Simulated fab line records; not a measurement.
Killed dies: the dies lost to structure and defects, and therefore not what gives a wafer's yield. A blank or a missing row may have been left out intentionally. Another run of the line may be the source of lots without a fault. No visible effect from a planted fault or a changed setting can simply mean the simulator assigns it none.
The same fault as seen by 2 desks | flow sky130 | every desk sees just its own numbers, and what lay behind them comes last

## METROLOGY DESK
What the gauges read, lot by lot, whatever tool the lot ran on: means of the sampled wafers that have a number. Marked OUT: a lot whose mean sits more than 4 standard deviations from the usual mean, which makes it out of limits; the brackets give that distance.
Columns: A = LDD_LDN_OVL at SKY_LDD_LDN_OVL_MEAS_07, usual -0.5 nm; B = SD_P_TW at SKY_SD_P_TW_MEAS_11, usual 2819
lot  | first seen here | A    | B
L325 | day 22 20:03    | -1.2 | 2851
L326 | day 23 02:43    | -0.0 | 2845
L327 | day 23 16:26    | -0.6 | 2791
L328 | day 24 09:55    | -2.4 | 2798
L329 | day 25 00:18    | -0.8 | 2802
L330 | day 25 09:26    | -1.2 | 2814
L334 | day 26 11:32    | -0.7 | 2831
L336 | day 27 00:20    | -2.5 | 2826
L337 | day 27 10:32    | -0.6 | 2792
L338 | day 27 16:19    | -2.1 | 2856
L342 | day 29 03:00    | -0.3 | 2851
L345 | day 31 00:40    | -1.2 | 2787
L346 | day 31 01:58    | -0.5 | 2781
L347 | day 31 08:28    | -1.0 | 2782
This desk's finding: nothing out of limits on any of the 14 lots.

## TOOL OWNER'S DESK, litho_track-03
The tool's own readings at SKY_LDD_LDN_DEVELOP_06 (develop time 60 s): means of the sampled wafers that have a number, for each lot that ran on this tool. Marked OUT: a lot whose mean sits more than 4 standard deviations from the usual mean, which makes it out of limits; the brackets give that distance.
Columns: A = developer_temp_C at SKY_LDD_LDN_DEVELOP_06, usual 23.02 C
lot  | first seen here | A
L328 | day 24 09:46    | 22.80
L334 | day 26 11:25    | 22.95
L337 | day 27 10:25    | 22.05 (-8.8) OUT
L338 | day 27 16:10    | 22.11 (-8.3) OUT
L345 | day 31 00:31    | 23.03
L347 | day 31 08:19    | 22.99
This desk's finding: out of limits on L337, L338; first on L337, day 27 10:25 (developer_temp_C at SKY_LDD_LDN_DEVELOP_06). In limits: L328, L334, L345, L347.

## BROUGHT TOGETHER
At day 27 10:25, on L337, L338, the tool owner's desk was in a position to raise an alarm.
The metrology desk saw nothing out of limits.
The metrology desk holds a record of L337, L338, inside its limits.
Every lot named ran SKY_LDD_LDN_DEVELOP_06 on litho_track-03.

## WHAT THE SIMULATOR HAD PUT IN
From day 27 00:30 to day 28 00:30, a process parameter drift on litho_track-03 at SKY_LDD_LDN_DEVELOP_06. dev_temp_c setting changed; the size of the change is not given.
Shown lots that were struck: L337, L338.
Time in hours from fault onset to the first out-of-limits reading at each desk: the tool owner's desk, 10.
